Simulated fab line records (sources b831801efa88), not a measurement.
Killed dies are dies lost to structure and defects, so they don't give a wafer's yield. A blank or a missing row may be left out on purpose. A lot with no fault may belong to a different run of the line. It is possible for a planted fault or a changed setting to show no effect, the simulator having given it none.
fab line records	flow sky130
record lots=6	wafers=18	last-day=50
route steps=708 shown VT_ADJUST_LVTN@113 VT_ADJUST_NCORE@119 VT_ADJUST_HVTR@131 PAD_OPEN@708
lots untouched by any fault: they come from a run of this same line in which no faults occurred
start-h: hours from the record's first day to the start of the lot's first wafer shown	wait-h: how many hours have passed since the lot's step before this one	" unchanged from the row above	L1.1+2: a single row standing in for several wafers	- no value, or no start was given	* or withheld: withheld	< > ~ a bound
route shown NAME@n: names a module that has steps shown in the file, with the first one's number in the route	usual: mean/standard deviation of fault-free wafers	same: alike in all rows	chamber/n: place in a boat	sites: readings site by site	_std_site: how widely they spread, as a standard deviation	_edge_site: inner sites' mean taken away from outer sites' mean	radius-mm: how far each site lies from the wafer's centre	mask NAME#n: copy n	behind: the most recent tool/chamber to have shaped the wafer	hold: cause of the lot's hold/its duration in hours/its outcome	device: names the non-switching transistor (n, p or np)	end of line: tests run on the same wafers once the route is complete	a step with no rows: only its recipe	killed: the dies lost at the first sort to structure and to defects; this is not the yield of the wafer	map: a wafer's dies, x killed, . not, _ none there
set.NAME: the setting as run; set.NAME@STEP: as run at that earlier step	model.NAME: the simulator's own value behind a step, which no gauge read
lots seen at some steps along the route; tables by step, rows by wafer
services: from which hour (start-h, from the record's first day; less than 0 if before it) a tool's chamber was out of use, for how many hours, and why
## steps
# step SKY_VT_ADJUST_LVTN_PEB_16
# recipe temp-c=withheld	time-s=*	resist=NOVOLAK
# step SKY_VT_ADJUST_LVTN_DEVELOP_17
# recipe resist=NOVOLAK	developer=TMAH	develop-time-s=60	dev-temp-c=23
# step SKY_VT_ADJUST_LVTN_OVL_MEAS_18
# usual VT_ADJUST_LVTN_01_OVL=-0.8/1.6
lot.wafer	tool	chamber	start-h	wait-h	VT_ADJUST_LVTN_01_OVL[nm]
L755.2	overlay-01	-	166.69	0.1	0.7
L755.3	"	-	"	"	0.9
L755.6	"	-	"	"	1.3
L759.2	overlay-02	-	193.45	0.1	-0.8
L759.5	"	-	"	"	-0.6
L759.6	"	-	"	"	-1.7
L767.2	overlay-01	-	247.80	0.1	-1.0
L767.4	"	-	"	"	-1.3
L767.6	"	-	"	"	-2.3
L771.1	overlay-02	-	276.69	0.1	-4.5
L771.2	"	-	"	"	-3.2
L771.5	"	-	"	"	-4.2
L773.2	overlay-02	-	290.89	0.1	-2.5
L773.5	"	-	"	"	-2.4
L773.6	"	-	"	"	-1.5
L775.1	overlay-01	-	303.14	0.1	2.3
L775.3	"	-	"	"	0.2
L775.6	"	-	"	"	1.3
# step SKY_VT_ADJUST_LVTN_IMPLANT_19
# recipe species=B	energy-kev=30	dose-cm2=6.5e+11	tilt-deg=withheld
# step SKY_VT_ADJUST_LVTN_STRIP_20
# recipe chemistry=O2/N2	power-w=1400	pressure-mtorr=1500	platen-temp-c=withheld	o2-flow-sccm=3000	n2-flow-sccm=300	overash-fraction=0.5
# usual drypump-motor-current-A=5.6/0.44	n2-flow-sccm=300.2/0.87	oes-product-au=0.716/0.0048	strip-time-to-endpoint-s=14.18/0.041
lot.wafer	tool	chamber	start-h	wait-h	drypump-motor-current-A	n2-flow-sccm	oes-product-au	rf-hours-counter-h	strip-time-to-endpoint-s
L755.2	plasma-asher-02	1	166.87	0.1	5.1	298.9	0.714	47	14.13
L755.3	"	1	"	"	5.2	299.5	0.719	-	14.18
L755.6	"	0	"	"	6.2	299.2	0.716	-	14.22
L759.2	plasma-asher-04	0	193.63	0.1	5.2	299.6	0.715	52	14.24
L759.5	"	1	"	"	5.1	299.6	0.716	-	14.22
L759.6	"	0	"	"	5.2	298.6	0.717	-	14.18
L767.2	plasma-asher-02	1	247.98	0.1	5.1	299.7	0.712	56	14.22
L767.4	"	1	"	"	5.1	300.8	0.724	-	14.17
L767.6	"	0	"	"	6.2	300.1	0.712	-	14.16
L771.1	plasma-asher-03	0	276.87	0.1	5.7	301.1	0.723	46	14.22
L771.2	"	1	"	"	5.6	300.4	0.718	46	14.25
L771.5	"	1	"	"	5.6	299.8	0.707	-	14.24
L773.2	plasma-asher-04	1	291.07	0.1	5.1	299.5	0.725	61	14.11
L773.5	"	0	"	"	5.2	300.9	0.705	-	14.09
L773.6	"	1	"	"	5.1	299.9	0.722	-	14.07
L775.1	plasma-asher-02	1	303.32	0.1	5.1	301.5	0.720	61	14.22
L775.3	"	1	"	"	5.1	301.1	0.714	-	14.17
L775.6	"	1	"	"	5.1	300.6	0.709	-	14.19
# step SKY_VT_ADJUST_LVTN_TW_MEAS_21
# usual VT_ADJUST_LVTN_2_TW=189.4/0.95
lot.wafer	tool	chamber	start-h	wait-h	VT_ADJUST_LVTN_2_TW
L755.2	film-metro-03	-	166.98	0.1	189.7
L755.3	"	-	"	"	187.8
L755.6	"	-	"	"	187.6
L759.2	film-metro-03	-	193.74	0.1	188.3
L759.5	"	-	"	"	187.5
L759.6	"	-	"	"	187.8
L767.2	film-metro-01	-	248.09	0.1	191.8
L767.4	"	-	"	"	191.0
L767.6	"	-	"	"	190.4
L771.1	film-metro-03	-	276.97	0.1	190.1
L771.2	"	-	"	"	190.5
L771.5	"	-	"	"	189.0
L773.2	film-metro-04	-	291.18	0.1	188.6
L773.5	"	-	"	"	187.8
L773.6	"	-	"	"	188.3
L775.1	film-metro-01	-	303.42	0.1	190.4
L775.3	"	-	"	"	190.2
L775.6	"	-	"	"	190.7
# step SKY_VT_ADJUST_NCORE_DEHYDRATE_00
# recipe temp-c=200	time-s=60
# step SKY_VT_ADJUST_NCORE_HMDS_01
# recipe prime-time-s=60	prime-temp-c=120
# step SKY_VT_ADJUST_NCORE_COAT_02
# recipe resist=NOVOLAK	spin-rpm=3000	resist-thk-nm=1140
# step SKY_VT_ADJUST_NCORE_SOFTBAKE_03
# recipe temp-c=90	time-s=60	resist=NOVOLAK
# step SKY_VT_ADJUST_NCORE_EXPOSE_04
# recipe mask-id=LVTN_COMPLEMENT_THIN	na=0.6	source-shape=conventional	sigma-outer=0.6	polarization=unpolarized	target-cd-nm=380	dose-mj=139
# step SKY_VT_ADJUST_NCORE_PEB_05
# recipe temp-c=withheld	time-s=*	resist=NOVOLAK
# step SKY_VT_ADJUST_NCORE_DEVELOP_06
# recipe resist=NOVOLAK	developer=TMAH	develop-time-s=60	dev-temp-c=23
# usual chill-plate-temp-C=23.00/0.11
lot.wafer	tool	chamber	start-h	wait-h	chill-plate-temp-C
L755.2	litho-track-03	0	185.77	0.1	23.10
L755.3	"	0	"	"	23.00
L755.6	"	0	"	"	23.08
L759.2	litho-track-02	0	214.83	0.1	22.87
L759.5	"	0	"	"	22.76
L759.6	"	0	"	"	22.95
L767.2	litho-track-02	0	271.08	0.1	23.12
L767.4	"	0	"	"	22.89
L767.6	"	0	"	"	23.02
L771.1	litho-track-02	0	301.05	0.1	23.11
L771.2	"	0	"	"	22.98
L771.5	"	0	"	"	23.12
L773.2	litho-track-01	0	316.96	0.1	23.02
L773.5	"	0	"	"	23.10
L773.6	"	0	"	"	22.99
L775.1	litho-track-01	0	329.64	0.1	22.95
L775.3	"	0	"	"	23.03
L775.6	"	0	"	"	22.78
# step SKY_VT_ADJUST_NCORE_CD_MEAS_07
# recipe target-cd-nm=380
# usual cd-nm=380.4/2.2
lot.wafer	tool	chamber	start-h	wait-h	cd-nm
L755.2	cd-sem-01	-	185.92	0.1	381.9
L755.3	"	-	"	"	379.7
L755.6	"	-	"	"	379.6
L759.2	cd-sem-01	-	214.97	0.1	380.4
L759.5	"	-	"	"	378.5
L759.6	"	-	"	"	378.0
L767.2	cd-sem-02	-	271.22	0.1	383.5
L767.4	"	-	"	"	383.6
L767.6	"	-	"	"	-
L771.1	cd-sem-02	-	301.20	0.1	-
L771.2	"	-	"	"	383.5
L771.5	"	-	"	"	382.7
L773.2	cd-sem-01	-	317.11	0.1	382.5
L773.5	"	-	"	"	382.0
L773.6	"	-	"	"	383.3
L775.1	cd-sem-02	-	329.79	0.1	379.4
L775.3	"	-	"	"	380.1
L775.6	"	-	"	"	380.4
# step SKY_VT_ADJUST_NCORE_OVL_MEAS_08
# usual VT_ADJUST_NCORE_OVL=0.3/1.4
lot.wafer	tool	chamber	start-h	wait-h	VT_ADJUST_NCORE_OVL[nm]
L755.2	overlay-01	-	186.02	0.1	1.3
L755.3	"	-	"	"	0.7
L755.6	"	-	"	"	2.4
L759.2	overlay-01	-	215.08	0.1	1.5
L759.5	"	-	"	"	0.5
L759.6	"	-	"	"	0.4
L767.2	overlay-01	-	271.33	0.1	0.7
L767.4	"	-	"	"	1.4
L767.6	"	-	"	"	-
L771.1	overlay-02	-	301.32	0.1	-
L771.2	"	-	"	"	-0.6
L771.5	"	-	"	"	-0.9
L773.2	overlay-01	-	317.21	0.1	3.3
L773.5	"	-	"	"	3.9
L773.6	"	-	"	"	0.1
L775.1	overlay-01	-	329.91	0.1	1.8
L775.3	"	-	"	"	2.2
L775.6	"	-	"	"	2.6
# step SKY_VT_ADJUST_NCORE_IMPLANT_09
# recipe species=B	energy-kev=10	dose-cm2=2.4e+12	tilt-deg=withheld
# step SKY_VT_ADJUST_NCORE_STRIP_10
# recipe chemistry=O2/N2	power-w=1400	pressure-mtorr=1500	platen-temp-c=withheld	o2-flow-sccm=3000	n2-flow-sccm=300	overash-fraction=0.5
# usual drypump-motor-current-A=5.7/0.34	n2-flow-sccm=300.0/0.91	oes-product-au=0.715/0.0045	strip-time-to-endpoint-s=14.16/0.039
lot.wafer	tool	chamber	start-h	wait-h	drypump-motor-current-A	n2-flow-sccm	oes-product-au	rf-hours-counter-h	strip-time-to-endpoint-s
L755.2	plasma-asher-03	0	186.20	0.1	5.7	300.9	0.709	38	14.19
L755.3	"	1	"	"	5.6	301.5	0.723	-	14.22
L755.6	"	0	"	"	5.7	300.3	0.720	-	14.22
L759.2	plasma-asher-02	1	215.26	0.1	5.1	300.9	0.718	52	14.18
L759.5	"	1	"	"	5.1	299.9	0.716	-	14.10
L759.6	"	0	"	"	6.3	301.3	0.720	-	14.18
L767.2	plasma-asher-02	0	271.51	0.1	6.2	299.6	0.718	58	14.19
L767.4	"	0	"	"	6.3	299.2	0.707	-	14.16
L767.6	"	1	"	"	5.1	299.0	0.724	-	14.17
L771.1	plasma-asher-03	0	301.51	0.1	5.7	301.7	0.715	48	14.24
L771.2	"	1	"	"	5.6	299.8	0.713	48	14.20
L771.5	"	0	"	"	5.7	301.0	0.719	-	14.23
L773.2	plasma-asher-03	1	317.39	0.1	5.6	301.3	0.716	50	14.17
L773.5	"	0	"	"	5.7	299.2	0.712	-	14.16
L773.6	"	1	"	"	5.6	301.5	0.705	-	14.19
L775.1	plasma-asher-02	0	330.09	0.1	6.3	300.3	0.714	63	14.17
L775.3	"	1	"	"	5.1	301.1	0.718	-	14.16
L775.6	"	1	"	"	5.1	300.9	0.711	-	14.14
# step SKY_VT_ADJUST_NCORE_TW_MEAS_11
# usual VT_ADJUST_NCORE_TW=220.3/2.1
lot.wafer	tool	chamber	start-h	wait-h	VT_ADJUST_NCORE_TW
L755.2	film-metro-04	-	186.31	0.1	219.0
L755.3	"	-	"	"	220.0
L755.6	"	-	"	"	219.7
L759.2	film-metro-01	-	215.37	0.1	222.2
L759.5	"	-	"	"	223.7
L759.6	"	-	"	"	222.9
L767.2	film-metro-02	-	271.62	0.1	217.1
L767.4	"	-	"	"	217.5
L767.6	"	-	"	"	29.7
L771.1	film-metro-01	-	301.61	0.1	30.5
L771.2	"	-	"	"	222.9
L771.5	"	-	"	"	222.6
L773.2	film-metro-04	-	317.50	0.1	221.7
L773.5	"	-	"	"	222.5
L773.6	"	-	"	"	223.1
L775.1	film-metro-02	-	330.19	0.1	218.6
L775.3	"	-	"	"	217.5
L775.6	"	-	"	"	216.9
# step SKY_VT_ADJUST_HVTR_DEHYDRATE_00
# recipe temp-c=200	time-s=60
# step SKY_PAD_OPEN_PROBE_99
# usual killed_at_M0_to_M3=43/6.5	killed_at_M4_up=3.1/1.8	killed-at-contacts=24/5.6	killed-at-front-end=15/4.2	killed-at-other=0.3/0.5	killed-dies=86/8.9	killed-on-rim=17/4.3	killed-open=47/6.9	killed-short=39/5.9
# same gross-dies=492	killed-at-back-side=0
lot.wafer	tool	chamber	start-h	wait-h	killed_at_M0_to_M3	killed_at_M4_up	killed-at-contacts	killed-at-front-end	killed-at-other	killed-dies	killed-on-rim	killed-open	killed-short	model.etest.pfet_16v.r-on-ohm-um	model.etest.nfet_16v.r-on-ohm-um	model.etest.pfet-g5v0d10v5.r-on-ohm-um	model.etest.tip-p.rs-ohm-sq	model.etest.pfet_01v8.r-on-ohm-um	model.etest.res-pwell-under-gate.rs-ohm-sq	model.etest.nfet-g5v0d10v5.r-on-ohm-um	model.etest.tip_p_5v.rs-ohm-sq
L755.2	prober-02	-	1076.94	0.1	41	3	21	13	1	79	15	42	37	1.512e+04	1.381e+04	4606	6810	2860	2255	1851	2825
L755.3	prober-02	-	1076.99	0.2	34	3	27	12	0	76	11	40	36	1.478e+04	1.402e+04	4626	6929	2852	2265	1903	2833
L755.6	prober-02	-	1077.14	0.2	44	1	18	22	0	85	15	52	33	1.491e+04	1.39e+04	4634	6896	2801	2255	1872	2836
L759.2	prober-01	-	1104.77	0.1	40	3	24	9	1	77	17	45	32	1.512e+04	1.416e+04	4732	7010	2911	2286	1908	2841
L759.5	prober-01	-	1104.92	0.2	32	2	23	16	0	73	19	47	26	1.472e+04	1.398e+04	4765	7007	2921	2275	1885	2854
L759.6	prober-01	-	1104.97	0.2	38	2	25	16	0	81	13	41	40	1.533e+04	1.417e+04	4795	6943	2912	2282	1909	2862
L767.2	prober-01	-	1148.43	0.1	47	0	24	20	0	91	23	52	39	1.485e+04	1.377e+04	4809	7019	3003	2284	1900	2907
L767.4	prober-01	-	1148.53	0.2	38	2	33	16	0	89	10	49	40	1.576e+04	1.415e+04	4867	7027	2988	2278	1911	2893
L767.6	prober-01	-	1148.63	0.2	40	3	24	425	0	492	96	52	27	1.826e+04	1.09e+04	6057	7801	3358	2615	1576	3113
L771.1	prober-01	-	1167.31	0.1	34	6	30	422	0	492	96	43	43	1.88e+04	1.115e+04	6167	7696	3352	2591	1607	3146
L771.2	prober-01	-	1167.36	0.1	38	6	22	18	0	84	10	47	37	1.515e+04	1.383e+04	4785	6866	2868	2266	1883	2899
L771.5	prober-01	-	1167.51	0.2	42	1	23	13	0	79	15	43	36	1.538e+04	1.399e+04	4826	6848	2894	2266	1921	2915
L773.2	prober-01	-	1176.58	0.1	48	5	29	15	0	97	20	56	41	1.564e+04	1.411e+04	4658	7019	2889	2262	1868	2862
L773.5	prober-01	-	1176.73	0.2	46	3	26	7	0	82	18	45	37	1.52e+04	1.394e+04	4731	6998	2976	2292	1876	2854
L773.6	prober-01	-	1176.78	0.2	46	2	27	17	0	92	21	43	49	1.498e+04	1.404e+04	4761	6978	2977	2274	1911	2872
L775.1	prober-01	-	1189.41	0.1	42	4	30	9	2	87	11	56	31	1.572e+04	1.41e+04	4680	6812	2818	2287	1862	2855
L775.3	prober-01	-	1189.51	0.2	42	5	29	13	0	89	18	50	39	1.559e+04	1.438e+04	4817	6822	2854	2291	1899	2857
L775.6	prober-01	-	1189.66	0.2	48	3	17	19	0	87	14	50	37	1.553e+04	1.433e+04	4729	6878	2740	2264	1887	2852
# killed by level:class
L755.2 CONTACT:geometric-particle:open=9 VIA3:geometric-particle:short=8 POLY_GATE:geometric-particle:short=6 VIA3:geometric-particle:open=6 VIA1:geometric-particle:open=5 VIA2:geometric-particle:open=5 LOCAL_INTERCONNECT:geometric-particle:short=4 METAL1:geometric-particle:short=4
L755.3 CONTACT:geometric-particle:open=14 VIA1:geometric-particle:open=7 METAL2:geometric-particle:short=6 POLY_GATE:geometric-particle:short=5 METAL1:geometric-particle:short=5 VIA2:geometric-particle:open=5 LI_CONTACT:geometric-particle:open=4 CONTACT:geometric-particle:short=4
L755.6 VIA1:geometric-particle:open=11 VIA2:geometric-particle:open=9 CONTACT:geometric-particle:open=8 POLY_GATE:geometric-particle:open=7 VIA3:geometric-particle:open=7 METAL2:geometric-particle:short=5 LI_CONTACT:geometric-particle:open=5 VIA3:geometric-particle:short=5
L759.2 LI_CONTACT:geometric-particle:open=13 VIA1:geometric-particle:open=8 CONTACT:geometric-particle:open=6 VIA3:geometric-particle:open=6 VIA2:geometric-particle:short=5 METAL1:geometric-particle:short=4 LI_CONTACT:geometric-particle:short=3 METAL2:geometric-particle:short=3
L759.5 VIA3:geometric-particle:open=10 LI_CONTACT:geometric-particle:open=7 FIELD_ISO:geometric-particle:open=6 CONTACT:geometric-particle:open=6 VIA2:geometric-particle:open=6 LI_CONTACT:geometric-particle:short=4 METAL1:geometric-particle:short=4 VIA1:geometric-particle:open=4
L759.6 LI_CONTACT:geometric-particle:open=9 VIA1:geometric-particle:open=7 VIA2:geometric-particle:open=7 FIELD_ISO:geometric-particle:short=6 VIA3:geometric-particle:short=6 FIELD_ISO:geometric-particle:open=5 CONTACT:geometric-particle:open=5 METAL2:geometric-particle:short=4
L767.2 VIA1:geometric-particle:open=15 CONTACT:geometric-particle:open=9 VIA1:geometric-particle:short=7 VIA2:geometric-particle:open=7 FIELD_ISO:geometric-particle:open=6 LI_CONTACT:geometric-particle:open=5 FIELD_ISO:geometric-particle:short=4 LOCAL_INTERCONNECT:geometric-particle:short=4
L767.4 CONTACT:geometric-particle:open=11 LI_CONTACT:geometric-particle:open=9 LOCAL_INTERCONNECT:geometric-particle:short=9 VIA1:geometric-particle:open=7 VIA2:geometric-particle:open=7 VIA3:geometric-particle:short=6 FIELD_ISO:geometric-particle:short=4 POLY_GATE:geometric-particle:open=4
L767.6 VT_ADJUST_NCORE:area-develop=413 CONTACT:geometric-particle:open=13 VIA3:geometric-particle:open=9 VIA1:geometric-particle:open=9 LI_CONTACT:geometric-particle:open=5 VIA2:geometric-particle:open=5 METAL1:geometric-particle:short=4 VIA2:geometric-particle:short=4
L771.1 VT_ADJUST_NCORE:area-develop=406 CONTACT:geometric-particle:open=11 VIA1:geometric-particle:open=9 CONTACT:geometric-particle:short=8 METAL4:geometric-particle:short=6 LI_CONTACT:geometric-particle:open=5 LOCAL_INTERCONNECT:geometric-particle:short=5 METAL2:geometric-particle:short=5
L771.2 VIA1:geometric-particle:open=9 LI_CONTACT:geometric-particle:open=8 FIELD_ISO:geometric-particle:open=6 CONTACT:geometric-particle:open=6 METAL1:geometric-particle:short=6 VIA2:geometric-particle:short=5 METAL3:geometric-particle:short=5 POLY_GATE:geometric-particle:open=4
L771.5 VIA1:geometric-particle:open=12 VIA2:geometric-particle:open=8 LI_CONTACT:geometric-particle:short=6 LI_CONTACT:geometric-particle:open=6 VIA1:geometric-particle:short=6 CONTACT:geometric-particle:open=5 METAL2:geometric-particle:short=5 POLY_GATE:geometric-particle:short=4
L773.2 LI_CONTACT:geometric-particle:open=13 VIA1:geometric-particle:open=11 VIA3:geometric-particle:open=10 CONTACT:geometric-particle:short=6 VIA2:geometric-particle:short=6 METAL2:geometric-particle:short=6 FIELD_ISO:geometric-particle:open=5 CONTACT:geometric-particle:open=5
L773.5 LI_CONTACT:geometric-particle:open=10 CONTACT:geometric-particle:open=10 VIA1:geometric-particle:open=9 VIA1:geometric-particle:short=7 VIA2:geometric-particle:open=7 METAL1:geometric-particle:short=4 METAL2:geometric-particle:short=4 VIA3:geometric-particle:short=4
L773.6 VIA1:geometric-particle:open=11 CONTACT:geometric-particle:open=10 FIELD_ISO:geometric-particle:short=6 METAL1:geometric-particle:short=6 CONTACT:geometric-particle:short=6 VIA2:geometric-particle:open=6 LOCAL_INTERCONNECT:geometric-particle:short=5 VIA3:geometric-particle:open=5
L775.1 CONTACT:geometric-particle:open=11 VIA1:geometric-particle:open=9 LI_CONTACT:geometric-particle:open=8 VIA2:geometric-particle:open=8 VIA3:geometric-particle:open=5 METAL2:geometric-particle:short=5 LOCAL_INTERCONNECT:geometric-particle:open=4 CONTACT:geometric-particle:short=4
L775.3 VIA1:geometric-particle:open=9 CONTACT:geometric-particle:open=9 VIA3:geometric-particle:open=9 LI_CONTACT:geometric-particle:open=8 POLY_GATE:geometric-particle:short=5 LOCAL_INTERCONNECT:geometric-particle:short=5 FIELD_ISO:geometric-particle:open=4 VIA2:geometric-particle:open=4
L775.6 VIA1:geometric-particle:open=11 POLY_GATE:geometric-particle:open=9 VIA2:geometric-particle:open=8 METAL2:geometric-particle:short=7 LI_CONTACT:geometric-particle:open=5 CONTACT:geometric-particle:open=5 VIA3:geometric-particle:open=5 POLY_GATE:geometric-particle:short=4
# map L767.6 (x killed, . not)
__________xxxxxxxxxx_________
________xxxxxxxxxxxxxx_______
______xxxxxxxxxxxxxxxxxx_____
_____xxxxxxxxxxxxxxxxxxxx____
____xxxxxxxxxxxxxxxxxxxxxx___
___xxxxxxxxxxxxxxxxxxxxxxxx__
__xxxxxxxxxxxxxxxxxxxxxxxxxx_
_xxxxxxxxxxxxxxxxxxxxxxxxxxxx
_xxxxxxxxxxxxxxxxxxxxxxxxxxxx
_xxxxxxxxxxxxxxxxxxxxxxxxxxxx
_xxxxxxxxxxxxxxxxxxxxxxxxxxxx
_xxxxxxxxxxxxxxxxxxxxxxxxxxxx
_xxxxxxxxxxxxxxxxxxxxxxxxxxxx
_xxxxxxxxxxxxxxxxxxxxxxxxxxxx
_xxxxxxxxxxxxxxxxxxxxxxxxxxxx
__xxxxxxxxxxxxxxxxxxxxxxxxxx_
___xxxxxxxxxxxxxxxxxxxxxxxx__
____xxxxxxxxxxxxxxxxxxxxxx___
_____xxxxxxxxxxxxxxxxxxxx____
______xxxxxxxxxxxxxxxxxx_____
________xxxxxxxxxxxxxx_______
__________xxxxxxxxxx_________
# map L771.1 (x killed, . not)
__________xxxxxxxxxx_________
________xxxxxxxxxxxxxx_______
______xxxxxxxxxxxxxxxxxx_____
_____xxxxxxxxxxxxxxxxxxxx____
____xxxxxxxxxxxxxxxxxxxxxx___
___xxxxxxxxxxxxxxxxxxxxxxxx__
__xxxxxxxxxxxxxxxxxxxxxxxxxx_
_xxxxxxxxxxxxxxxxxxxxxxxxxxxx
_xxxxxxxxxxxxxxxxxxxxxxxxxxxx
_xxxxxxxxxxxxxxxxxxxxxxxxxxxx
_xxxxxxxxxxxxxxxxxxxxxxxxxxxx
_xxxxxxxxxxxxxxxxxxxxxxxxxxxx
_xxxxxxxxxxxxxxxxxxxxxxxxxxxx
_xxxxxxxxxxxxxxxxxxxxxxxxxxxx
_xxxxxxxxxxxxxxxxxxxxxxxxxxxx
__xxxxxxxxxxxxxxxxxxxxxxxxxx_
___xxxxxxxxxxxxxxxxxxxxxxxx__
____xxxxxxxxxxxxxxxxxxxxxx___
_____xxxxxxxxxxxxxxxxxxxx____
______xxxxxxxxxxxxxxxxxx_____
________xxxxxxxxxxxxxx_______
__________xxxxxxxxxx_________
## services
tool	chamber	start-h	hours	kind
plasma-asher-02	-	161.01	2.5	repair
plasma-asher-02	-	177.02	0.9	repair
plasma-asher-04	-	207.25	3.2	repair
plasma-asher-03	-	296.06	5.4	repair
plasma-asher-02	-	298.87	1.3	repair
## key
first-sign step=SKY_VT_ADJUST_NCORE_CD_MEAS_07	reading=cd-nm	direction=missing
effect step=SKY_VT_ADJUST_NCORE_OVL_MEAS_08	reading=VT_ADJUST_NCORE_OVL	direction=missing
effect step=SKY_VT_ADJUST_NCORE_TW_MEAS_11	reading=VT_ADJUST_NCORE_TW	direction=down	sigmas=89	usual=220.3	struck=30.1
effect step=SKY_PAD_OPEN_PROBE_99	reading=killed-at-front-end	direction=up	sigmas=97	usual=15	struck=424
model-effect step=SKY_PAD_OPEN_PROBE_99	value=etest.pfet_16v.r-on-ohm-um	without=1.514e+04	struck=1.853e+04
more-kills-born-at SKY_VT_ADJUST_NCORE_DEVELOP_06@litho-track-02=819
met-at SKY_VT_ADJUST_NCORE_DEVELOP_06
struck-wafers L767.6,L771.1
tester-left-out L767,L771
onset-between 214.83 271.08
fault kind=process-parameter-drift	tool=litho-track-02	chamber=-	onset-h=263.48	steps=SKY_VT_ADJUST_NCORE_DEVELOP_06	channel=develop-time-s	offset=*	shape=step	end-h=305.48	scope=struck-wafers-only	acts-in=*	stated=*
# tester-left-out: of these lots the tester's yield and bins aren't shown, on N5 and GAA mostly nor the transistor test; their killed dies are dies lost to structure and defects alone, not to doping, threshold or leakage, so they don't give the yield
